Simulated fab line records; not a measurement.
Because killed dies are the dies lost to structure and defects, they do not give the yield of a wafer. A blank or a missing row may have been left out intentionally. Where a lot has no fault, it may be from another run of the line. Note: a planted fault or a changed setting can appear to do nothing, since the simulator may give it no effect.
fab line records	flow sky130
[record] lots = 12	wafers = 36	lastDay = 50
route steps=708 shown SD_N@358 LI_CONTACT@377 CONTACT@408 PAD_OPEN@708
lots that met no fault: taken from a fault-free run of the same line
startH: hours from the record's first day to the start of the lot's first wafer shown	waitH: how many hours have passed since the lot's step before this one	" identical to the entry in the row above	L1.1+2: one row covering several wafers at once	- either no value or no given start	* or withheld: withheld	< > ~ a bound
route shown NAME@n: NAME is a module with steps in the file, n the number in the route of the first one	usual: mean/standard deviation taken from wafers without a fault	same: alike in all rows	chamber/n: place in a boat	sites: readings site by site	_std_site: standard deviation across them	_edge_site: inner sites' mean taken away from outer sites' mean	radiusMm: for every site, how far away it sits from the centre of the wafer	mask NAME#n: copy n	behind: the tool/chamber that last shaped the wafer	hold: cause of the lot's hold/its duration in hours/its outcome	device: the n, p or np transistor that did not switch	end of line: the tests these same wafers got at the end of their route	a step without rows: its recipe alone	killed: count of dies lost to structure and defects at first sort (not the wafer's yield)	map: dies across one wafer; x = killed, . = not, _ = none there
set.NAME: the run value of the setting; set.NAME@STEP: its run value at that earlier step	model.NAME: the simulator's own value behind a step, which no gauge read
one table for each step of the route and one row for each wafer, over a sample of lots
services: a tool's chamber out of use, with start hour (startH, from the record's first day; less than 0 if before it), hours out, and reason
[[steps]]
[step SKY_SD_N_RS_MEAS_16]
[recipe] thkMeasGauge = four-point-probe
[usual] SD_N_RS = 68.51/0.1
lot.wafer	tool	chamber	startH	waitH	SD_N_RS[ohm/sq]
L725.3	filmMetro-02	-	641.17	0.1	68.59
L725.4	"	-	"	"	68.54
L725.6	"	-	"	"	68.56
L727.3	filmMetro-02	-	660.97	0.1	68.43
L727.5	"	-	"	"	68.30
L727.6	"	-	"	"	68.32
L728.1	filmMetro-02	-	669.14	0.1	68.43
L728.4	"	-	"	"	68.46
L728.6	"	-	"	"	68.44
L730.1	filmMetro-02	-	690.58	0.1	68.45
L730.5	"	-	"	"	68.43
L730.6	"	-	"	"	68.38
L731.2	filmMetro-03	-	693.96	0.1	68.42
L731.3	"	-	"	"	68.55
L731.5	"	-	"	"	68.38
L732.2	filmMetro-03	-	712.11	0.1	68.43
L732.4	"	-	"	"	68.69
L732.5	"	-	"	"	68.61
L736.1	filmMetro-03	-	738.78	0.1	68.41
L736.5	"	-	"	"	68.59
L736.6	"	-	"	"	68.46
L737.1	filmMetro-04	-	745.99	0.1	68.62
L737.4	"	-	"	"	68.42
L737.5	"	-	"	"	68.63
L738.2	filmMetro-02	-	750.36	0.1	68.58
L738.3	"	-	"	"	68.56
L738.6	"	-	"	"	68.62
L743.2	filmMetro-02	-	799.97	0.1	68.66
L743.4	"	-	"	"	68.48
L743.6	"	-	"	"	68.36
L745.1	filmMetro-03	-	805.09	0.1	68.64
L745.3	"	-	"	"	68.65
L745.6	"	-	"	"	68.62
L748.2	filmMetro-04	-	817.91	0.1	68.40
L748.5	"	-	"	"	68.57
L748.6	"	-	"	"	68.46
[step SKY_LI_CONTACT_ETCH_15]
[recipe] target = PSG	chemistry = C4F8/O2/Ar	stopOn = Si	taperDeg = 4.15	maskMaterial = KrF-thick	sourceW = 1500	biasW = 1200	pressureMtorr = 40	c4f8FlowSccm = withheld	O2_flow_sccm = 6	Ar_flow_sccm = 300	timeS = withheld	targetDepthA = 6000
[usual] oesProductAu = 0.836/0.0046
lot.wafer	tool	chamber	startH	waitH	oesProductAu
L725.3	rieDiel-03	2	670.34	0.0	0.835
L725.4	"	3	"	"	0.845
L725.6	"	1	"	"	0.833
L727.3	rieDiel-03	0	690.11	0.1	0.831
L727.5	"	2	"	"	0.831
L727.6	"	0	"	"	0.833
L728.1	rieDiel-03	1	698.35	0.0	0.835
L728.4	"	2	"	"	0.828
L728.6	"	1	"	"	0.842
L730.1	rieDiel-01	1	720.02	0.0	0.834
L730.5	"	0	"	"	0.841
L730.6	"	3	"	"	0.843
L731.2	rieDiel-01	2	722.64	0.0	0.832
L731.3	"	3	"	"	0.832
L731.5	"	2	"	"	0.838
L732.2	rieDiel-03	2	740.79	0.0	0.840
L732.4	"	3	"	"	0.835
L732.5	"	0	"	"	0.842
L736.1	rieDiel-03	3	766.75	0.0	0.838
L736.5	"	2	"	"	0.832
L736.6	"	1	"	"	0.845
L737.1	rieDiel-03	2	774.78	0.0	0.836
L737.4	"	0	"	"	0.840
L737.5	"	0	"	"	0.828
L738.2	rieDiel-04	1	778.18	0.0	0.841
L738.3	"	0	"	"	0.833
L738.6	"	3	"	"	0.835
L743.2	rieDiel-04	0	827.40	0.0	0.832
L743.4	"	1	"	"	0.834
L743.6	"	3	"	"	0.829
L745.1	rieDiel-03	0	832.40	0.0	0.839
L745.3	"	2	"	"	0.852
L745.6	"	2	"	"	0.841
L748.2	rieDiel-03	0	844.93	0.0	0.835
L748.5	"	2	"	"	0.842
L748.6	"	1	"	"	0.843
[step SKY_LI_CONTACT_CMP_24]
[recipe] stopOn = PSG	tOverpolishS = 20	downForcePsi = 3.5	platenRpm = 60	targetThkNm = 0	padVelocityMS = 0.94248
[usual] motorCurrentA = 10.4/1.4	overpolishRunS = 20.000/0.0086	timeToEndpointS = 96.4/2.9
lot.wafer	tool	chamber	startH	waitH	motorCurrentA	overpolishRunS	timeToEndpointS
L725.4	cmp-01	3	671.22	0.1	9.5	20.006	95.4
L725.3	"	0	"	"	8.8	19.995	96.3
L725.6	"	3	"	"	9.8	19.989	97.5
L727.3	cmp-02	1	691.21	0.3	10.5	20.007	102.6
L727.5	"	1	"	"	11.4	19.991	96.8
L727.6	"	2	"	"	12.8	19.980	98.2
L728.4	cmp-01	0	699.22	0.1	9.3	19.999	96.5
L728.1	"	1	"	"	11.0	20.015	97.2
L728.6	"	3	"	"	9.2	19.985	98.2
L730.1	cmp-01	2	720.94	0.1	11.7	20.007	98.5
L730.6	"	2	"	"	12.0	20.012	100.3
L730.5	"	3	"	"	10.1	20.008	98.8
L731.2	cmp-01	3	723.48	0.0	9.6	20.007	97.1
L731.3	"	2	"	"	11.7	20.002	98.5
L731.5	"	0	"	"	9.0	19.999	96.7
L732.4	cmp-02	1	741.62	0.0	11.2	19.997	97.9
L732.2	"	2	"	"	12.5	19.990	96.9
L732.5	"	2	"	"	12.0	20.003	99.2
L736.1	cmp-01	1	767.62	0.1	10.5	20.010	92.2
L736.6	"	0	"	"	8.8	20.001	95.3
L736.5	"	1	"	"	10.4	19.990	95.6
L737.1	cmp-01	3	775.95	0.1	9.7	20.005	94.2
L737.4	"	0	"	"	8.5	19.999	95.5
L737.5	"	2	"	"	11.6	20.006	97.2
L738.2	cmp-01	3	781.57	2.6	10.1	19.992	100.1
L738.3	"	0	"	"	8.7	20.002	97.9
L738.6	"	2	"	"	12.2	19.978	103.6
L743.4	cmp-01	3	828.22	0.0	9.8	20.003	98.9
L743.2	"	0	"	"	9.1	19.992	95.2
L743.6	"	0	"	"	8.5	20.021	93.9
L745.1	cmp-01	2	833.35	0.1	12.1	20.001	97.5
L745.3	"	0	"	"	8.6	20.015	92.0
L745.6	"	2	"	"	11.9	20.019	93.6
L748.2	cmp-01	1	845.80	0.1	11.3	20.001	99.1
L748.5	"	0	"	"	8.8	20.002	94.1
L748.6	"	1	"	"	10.8	20.011	96.1
[step SKY_CONTACT_HDPCVD_02]
[recipe] material = SiO2	targetThkNm = 565	sigmaOpenFrac = 0.3	timeS = 94.2	tempC = 600	sih4FlowSccm = 60	pressureMtorr = 6
[usual] sih4FlowSccm = 60.01/0.19
lot.wafer	tool	chamber	startH	waitH	sih4FlowSccm
L725.3	hdpcvd-02	1	700.98	0.0	59.68
L725.4	"	0	"	"	60.04
L725.6	"	1	"	"	59.72
L727.3	hdpcvd-01	1	720.51	0.0	60.23
L727.5	"	1	"	"	60.05
L727.6	"	0	"	"	60.06
L728.1	hdpcvd-01	2	728.04	0.1	59.92
L728.4	"	1	"	"	60.27
L728.6	"	0	"	"	59.71
L730.1	hdpcvd-01	1	749.94	0.1	59.88
L730.5	"	1	"	"	59.85
L730.6	"	0	"	"	59.96
L731.2	hdpcvd-01	2	751.80	0.0	59.96
L731.3	"	0	"	"	59.76
L731.5	"	0	"	"	59.47
L732.2	hdpcvd-02	0	769.45	0.0	59.99
L732.4	"	0	"	"	60.00
L732.5	"	2	"	"	59.94
L736.1	hdpcvd-02	0	793.51	0.1	60.06
L736.5	"	0	"	"	60.35
L736.6	"	2	"	"	59.62
L737.1	hdpcvd-01	0	803.23	0.1	59.81
L737.4	"	1	"	"	72.12
L737.5	"	2	"	"	60.21
L738.2	hdpcvd-01	0	808.89	0.0	60.14
L738.3	"	1	"	"	71.76
L738.6	"	2	"	"	60.27
L743.2	hdpcvd-02	1	855.46	0.0	59.95
L743.4	"	1	"	"	60.22
L743.6	"	0	"	"	60.45
L745.1	hdpcvd-02	1	860.40	0.1	60.16
L745.3	"	2	"	"	60.13
L745.6	"	0	"	"	60.01
L748.2	hdpcvd-01	2	872.50	0.0	59.80
L748.5	"	2	"	"	60.06
L748.6	"	0	"	"	60.18
[step SKY_CONTACT_THK_MEAS_03]
[recipe] reads = SiO2_of_CONTACT_HDPCVD_02
[usual] CONTACT_HDPCVD_THK = 568/5.9
lot.wafer	tool	chamber	startH	waitH	CONTACT_HDPCVD_THK[nm]
L725.3	filmMetro-02	-	701.06	0.1	572
L725.4	"	-	"	"	565
L725.6	"	-	"	"	569
L727.3	filmMetro-03	-	720.60	0.1	570
L727.5	"	-	"	"	572
L727.6	"	-	"	"	578
L728.1	filmMetro-03	-	728.10	0.0	568
L728.4	"	-	"	"	567
L728.6	"	-	"	"	574
L730.1	filmMetro-02	-	750.00	0.0	576
L730.5	"	-	"	"	573
L730.6	"	-	"	"	565
L731.2	filmMetro-01	-	751.88	0.0	560
L731.3	"	-	"	"	573
L731.5	"	-	"	"	568
L732.2	filmMetro-03	-	769.53	0.0	561
L732.4	"	-	"	"	561
L732.5	"	-	"	"	569
L736.1	filmMetro-02	-	793.58	0.0	557
L736.5	"	-	"	"	556
L736.6	"	-	"	"	561
L737.1	filmMetro-02	-	803.30	0.0	575
L737.4	"	-	"	"	690
L737.5	"	-	"	"	577
L738.2	filmMetro-03	-	808.97	0.0	559
L738.3	"	-	"	"	680
L738.6	"	-	"	"	573
L743.2	filmMetro-03	-	855.54	0.0	560
L743.4	"	-	"	"	558
L743.6	"	-	"	"	567
L745.1	filmMetro-02	-	860.47	0.0	563
L745.3	"	-	"	"	569
L745.6	"	-	"	"	561
L748.2	filmMetro-01	-	872.58	0.0	571
L748.5	"	-	"	"	574
L748.6	"	-	"	"	572
[step SKY_CONTACT_CMP_04]
[recipe] material = SiO2	downForcePsi = 4	platenRpm = 60	padVelocityMS = 0.94248
[usual] motorCurrentA = 11.2/1.5	timeToEndpointS = 82/3.3
lot.wafer	tool	chamber	startH	waitH	motorCurrentA	timeToEndpointS
L725.3	cmp-01	2	701.10	0.0	13.8	87
L725.4	"	0	"	"	9.3	81
L725.6	"	3	"	"	10.4	83
L727.3	cmp-01	1	720.69	0.1	11.8	83
L727.6	"	0	"	"	9.9	89
L727.5	"	1	"	"	11.9	85
L728.1	cmp-01	2	728.16	0.1	13.6	84
L728.4	"	1	"	"	11.4	81
L728.6	"	3	"	"	10.2	81
L730.1	cmp-01	2	750.16	0.1	13.4	85
L730.5	"	0	"	"	9.7	82
L730.6	"	1	"	"	12.8	81
L731.3	cmp-01	2	755.78	3.9	12.7	86
L731.2	"	1	"	"	11.6	78
L731.5	"	3	"	"	10.8	85
L732.2	cmp-01	2	769.63	0.1	13.7	78
L732.4	"	3	"	"	10.6	82
L732.5	"	1	"	"	12.1	83
L736.1	cmp-02	1	793.74	0.1	11.1	81
L736.5	"	3	"	"	11.5	73
L736.6	"	0	"	"	9.1	79
L737.4	cmp-01	3	803.36	0.0	10.3	127
L737.1	"	2	"	"	13.5	84
L737.5	"	3	"	"	10.9	83
L738.3	cmp-01	0	809.02	0.0	9.3	115
L738.2	"	1	"	"	11.7	72
L738.6	"	0	"	"	9.5	79
L743.2	cmp-01	3	855.59	0.0	10.3	79
L743.4	"	0	"	"	9.0	80
L743.6	"	0	"	"	10.0	84
L745.3	cmp-01	3	860.53	0.0	10.3	83
L745.1	"	0	"	"	9.6	76
L745.6	"	3	"	"	11.1	80
L748.2	cmp-01	0	872.63	0.0	9.7	78
L748.5	"	0	"	"	9.5	83
L748.6	"	1	"	"	12.1	84
[step SKY_PAD_OPEN_PROBE_99]
[usual] killed_at_M0_to_M3 = 44/6.6	killed_at_M4_up = 3.4/1.9	killedAtContacts = 25/5.6	killedAtFrontEnd = 15/4.6	killedAtOther = 0.3/0.6	killedDies = 88/9.5	killedOpen = 47/7.1	killedShort = 40/6.4
[same] grossDies = 492	killedAtBackSide = 0
lot.wafer	tool	chamber	startH	waitH	killed_at_M0_to_M3	killed_at_M4_up	killedAtContacts	killedAtFrontEnd	killedAtOther	killedDies	killedOpen	killedShort
L736.1	prober-01	-	1139.53	0.1	57	7	24	19	0	107	58	49
L736.5	prober-01	-	1139.73	0.2	32	2	24	15	1	74	43	31
L736.6	prober-01	-	1139.78	0.2	43	6	34	15	0	98	56	42
// killed by level:class
L736.1 VIA3:geometricParticle:open=13 VIA1:geometricParticle:open=12 CONTACT:geometricParticle:open=10 VIA2:geometricParticle:short=7 FIELD_ISO:geometricParticle:short=6 POLY_GATE:geometricParticle:short=6 LI_CONTACT:geometricParticle:open=6 METAL2:geometricParticle:short=5
L736.5 CONTACT:geometricParticle:open=12 VIA1:geometricParticle:open=9 POLY_GATE:geometricParticle:open=7 METAL2:geometricParticle:short=7 LI_CONTACT:geometricParticle:open=6 VIA1:geometricParticle:short=5 METAL1:geometricParticle:short=4 CONTACT:geometricParticle:short=4
L736.6 LI_CONTACT:geometricParticle:open=10 VIA3:geometricParticle:open=9 CONTACT:geometricParticle:open=9 VIA1:geometricParticle:open=9 METAL2:geometricParticle:short=7 CONTACT:geometricParticle:short=5 LOCAL_INTERCONNECT:geometricParticle:short=5 VIA1:geometricParticle:short=5
[[services]]
tool	chamber	startH	hours	kind
cmp-01	-	648.90	4.1	repair
hdpcvd-02	-	650.75	15.0	pm
hdpcvd-01	-	659.58	1.1	repair
cmp-02	-	682.53	2.5	repair
rieDiel-03	1	685.19	12.9	repair
rieDiel-03	3	687.62	3.3	repair
cmp-01	-	687.92	0.8	repair
cmp-01	-	688.62	3.6	repair
cmp-02	-	705.77	0.2	repair
rieDiel-03	-	727.46	2.8	pm
cmp-01	-	741.47	1.8	repair
cmp-02	-	743.37	33.0	repair
cmp-02	-	749.54	1.4	repair
hdpcvd-02	-	749.56	2.8	pm
cmp-01	-	751.61	3.9	repair
cmp-02	-	776.42	4.0	pm
cmp-01	-	789.75	6.3	pm
hdpcvd-01	0	796.68	4.7	repair
cmp-01	-	804.65	0.5	repair
rieDiel-03	-	809.42	0.3	repair
cmp-01	-	809.70	0.7	repair
cmp-01	-	810.38	6.3	pm
rieDiel-03	3	819.27	6.7	repair
cmp-01	-	825.64	0.5	repair
[[key]]
[firstSign] step = SKY_CONTACT_HDPCVD_02	reading = sih4FlowSccm	direction = up	sigmas = 63	usual = 60.01	struck = 71.94
[effect] step = SKY_CONTACT_THK_MEAS_03	reading = CONTACT_HDPCVD_THK	direction = up	sigmas = 20	usual = 568	struck = 685
[effect] step = SKY_CONTACT_CMP_04	reading = timeToEndpointS	direction = up	sigmas = 12	usual = *	struck = *
metAt SKY_CONTACT_HDPCVD_02
struckLots L737,L738
struckWafers L737.4,L738.3
testerLeftOut L737,L738
notActingAt SKY_SD_N_RS_MEAS_16,SKY_LI_CONTACT_ETCH_15,SKY_LI_CONTACT_CMP_24
onsetBetween 749.94 803.23
[fault] kind = processParameterDrift	tool = hdpcvd-01	chamber = 1	onsetH = 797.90	steps = SKY_CONTACT_HDPCVD_02	channel = sih4FlowSccm	offset = 12	shape = step	endH = 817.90	actsIn = theseRecipesOnly	stated = 60
// testerLeftOut: of these lots the tester's yield and bins aren't shown, on N5 and GAA mostly nor the transistor test; their killed dies are dies lost to structure and defects alone, not to doping, threshold or leakage, so they don't give the yield
